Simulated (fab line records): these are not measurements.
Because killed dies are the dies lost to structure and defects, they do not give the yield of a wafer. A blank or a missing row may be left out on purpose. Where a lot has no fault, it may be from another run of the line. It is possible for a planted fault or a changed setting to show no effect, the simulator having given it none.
Comparing a struck lot with a sound one :: flow sky130 :: 15 steps out of a route of 708
Sound: the wafers L849.1, L849.3, L849.4. Wafers L857.2, L857.3, L857.4 were the ones struck. The cause is given at the end.
At each step with rows: each side's tool, then ch and its chambers, then its first start. Under that, the readings that differ: sound wafers :: struck wafers :: difference of the means :: sigmas: that difference in standard deviations of wafers without a fault.
alike: readings with means less than 2 such deviations apart, plus words and numbers identical on both sides. not compared: withheld readings, readings lacking a value on some wafer, bounds such as >300 that could conceal the same value, and numbers that have no deviation in the record and whose values overlap.
Wherever a step has rows on one side only, a row that says differs or no value, or a row with sigmas, the two part there. Non-overlapping numbers with no deviation appear without sigmas and do not part them. A reading missing from all wafers of one side parts the sides only when that side holds two or more wafers.

first, 1 step without rows for these wafers: SKY_VIA3_ETCH_14 (etches BARC in N2/H2, stops on SiO2, time 45.9 s, target depth 60 nm).
SKY_VIA3_ETCH_15: etches SiO2 in C4F8/O2/Ar, stops on TiN, target depth 507 nm, time 78 s.
  sound on rie_diel-03 ch 1,2,3, day 39 19:42; struck on rie_diel-01 ch 0,1,2, day 42 06:23
reading: rf_hours_counter_h (h)
sound: 7 4 11
struck: 22 21 17
difference: +13
sigmas: 
  alike: oes_product_au
SKY_VIA3_STRIP_16: strips in O2/N2.
  sound on plasma_asher-01 ch 0,1, day 39 19:46; struck on plasma_asher-02 ch 0,1, day 42 06:27
reading: strip_time_to_endpoint_s (s)
sound: 4.174 4.194 4.169
struck: 4.093 4.079 4.106
difference: -0.086
sigmas: -3
  alike: drypump_motor_current_A, oes_product_au
  not compared: rf_hours_counter_h
then, 3 steps without rows for these wafers: SKY_VIA3_STRIP_17 (strips in post etch residue remover, time 1200 s); SKY_VIA3_CLEAN_18 (cleans in IPA, time 180 s); SKY_VIA3_CLEAN_19 (cleans in O3/DIW).
SKY_VIA3_SPUTTER_20: material TiN, target thk 20 nm, time 80 s.
  sound: pvd_sputter-03 at day 39 20:22; struck: pvd_sputter-03 at day 42 07:02
  alike: chamber_pressure_pa, throttle_valve_pct
then, 1 step without rows for these wafers: SKY_VIA3_CVD_21 (deposits W, target thk 390 nm, time 117.31 s).
SKY_VIA3_RS_MEAS_22: a four-point-probe measurement.
  sound: film_metro-03 at day 39 20:33; struck: film_metro-03 at day 42 07:14
  alike: VIA3_W_RS
SKY_VIA3_THK_MEAS_23: measures by xrf.
  sound: film_metro-03 at day 39 20:40; struck: film_metro-03 at day 42 07:21
  alike: VIA3_W_THK
SKY_VIA3_CMP_24: polishes, stops on SiO2, t overpolish 20 s, target thk 0 nm.
  sound on cmp-01 ch 0,1,3, day 39 20:44; struck on cmp-02 ch 0,2,3, day 42 07:24
  alike: head_pressure_psi, motor_current_A, overpolish_run_s, time_to_endpoint_s
then, 1 step without rows for these wafers: SKY_METAL4_SPUTTER_00 (material Ti, target thk 15 nm, time 10 s).
SKY_METAL4_SPUTTER_01: material TiN, target thk 20 nm, time 16.7 s.
  sound: pvd_sputter-02 at day 39 21:04; struck: pvd_sputter-02 at day 42 07:43
reading: model.TiN_of_METAL4_SPUTTER_01.thk_nm (nm)
sound: 19.96 20.13 20.39
struck: 27.03 27.02 27.2
difference: +6.92
sigmas: 
  alike: chamber_pressure_pa, throttle_valve_pct
SKY_METAL4_SPUTTER_02: material AlCu, target thk 735 nm, time 39.1 s.
  sound: pvd_sputter-02 at day 39 21:05; struck: pvd_sputter-02 at day 42 07:45
  alike: chamber_pressure_pa, throttle_valve_pct
then, 1 step without rows for these wafers: SKY_PAD_OPEN_PROBE_99.

== WHERE THEY PART ==
At SKY_VIA3_STRIP_16 and nowhere else, as far as this record goes. Later steps at which nothing parts them and some readings are alike: SKY_VIA3_SPUTTER_20, SKY_VIA3_RS_MEAS_22, SKY_VIA3_THK_MEAS_23, SKY_VIA3_CMP_24, SKY_METAL4_SPUTTER_01, SKY_METAL4_SPUTTER_02.

WHY: what the simulator had put in
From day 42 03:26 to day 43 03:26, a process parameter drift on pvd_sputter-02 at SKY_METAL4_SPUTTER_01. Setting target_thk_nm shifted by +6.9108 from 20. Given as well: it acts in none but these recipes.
